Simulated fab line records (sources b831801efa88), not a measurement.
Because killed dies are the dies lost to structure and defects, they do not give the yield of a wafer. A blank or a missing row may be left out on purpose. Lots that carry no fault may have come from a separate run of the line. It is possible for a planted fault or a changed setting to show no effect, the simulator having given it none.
Which tool did it? + flow gf180mcu + 6 lots with 18 wafers sampled at 3 steps, on a route of 602 steps

WHAT EACH GAUGE READ, for each wafer
GF_CONTACT_RS_MEAS_25: measures by four-point-probe.
| lot  | measured     | on            | CONTACT_W_RS (ohm/sq) |
|------|--------------|---------------|-----------------------|
| L240 | day 17 02:27 | film metro-03 | 0.379 0.383 0.383     |
| L244 | day 18 10:55 | film metro-03 | 0.381 0.380 0.385     |
| L247 | day 19 11:35 | film metro-03 | 0.386 0.380 0.382     |
| L251 | day 20 22:14 | film metro-04 | 0.377 0.374 0.383     |
| L258 | day 23 11:43 | film metro-03 | 0.378 0.371 0.373     |
| L261 | day 24 08:29 | film metro-03 | 0.371 0.376 0.376     |

EACH LOT AND THE TOOL THAT RAN IT (in order: tool; ch and the chambers of the sampled wafers; start)
| lot  | GF_SALICIDE_SPUTTER_03       | GF_CONTACT_CVD_24             |
|------|------------------------------|-------------------------------|
| L240 | pvd sputter-02, day 16 02:36 | cvd w-01 ch 0,1, day 17 02:21 |
| L244 | pvd sputter-01, day 17 09:31 | cvd w-02 ch 1, day 18 10:47   |
| L247 | pvd sputter-02, day 18 09:26 | cvd w-02 ch 0,1, day 19 11:29 |
| L251 | pvd sputter-02, day 19 19:37 | cvd w-02 ch 0,1, day 20 22:08 |
| L258 | pvd sputter-03, day 22 10:37 | cvd w-02 ch 0, day 23 11:35   |
| L261 | pvd sputter-03, day 23 07:46 | cvd w-02 ch 0,1, day 24 08:22 |
- GF_SALICIDE_SPUTTER_03: material TiN, target thk 20 nm, time 16.7 s.
- GF_CONTACT_CVD_24: deposits W, target thk 300 nm, time 90.339 s.

THE ANSWER, worked out from the rows above alone
Rule: the usual values come from the lots themselves. Put in order of their means at a reading, lots are off if they are a third of the lots or fewer, leave a main group of 4 or more, and stand apart from it by a gap of 3 or more times the standard deviation of the main group's means; of several such gaps the widest counts. A main group is skipped when, at the precision printed for the reading in the tables above, its means are all equal. Also off: a lot with no number at a reading for which 4 or more lots have one. Any other lot the step has rows for is counted as sound.
No lot is off at any reading shown: from this, nothing can be told.

WHAT THE SIMULATOR HAD PUT IN
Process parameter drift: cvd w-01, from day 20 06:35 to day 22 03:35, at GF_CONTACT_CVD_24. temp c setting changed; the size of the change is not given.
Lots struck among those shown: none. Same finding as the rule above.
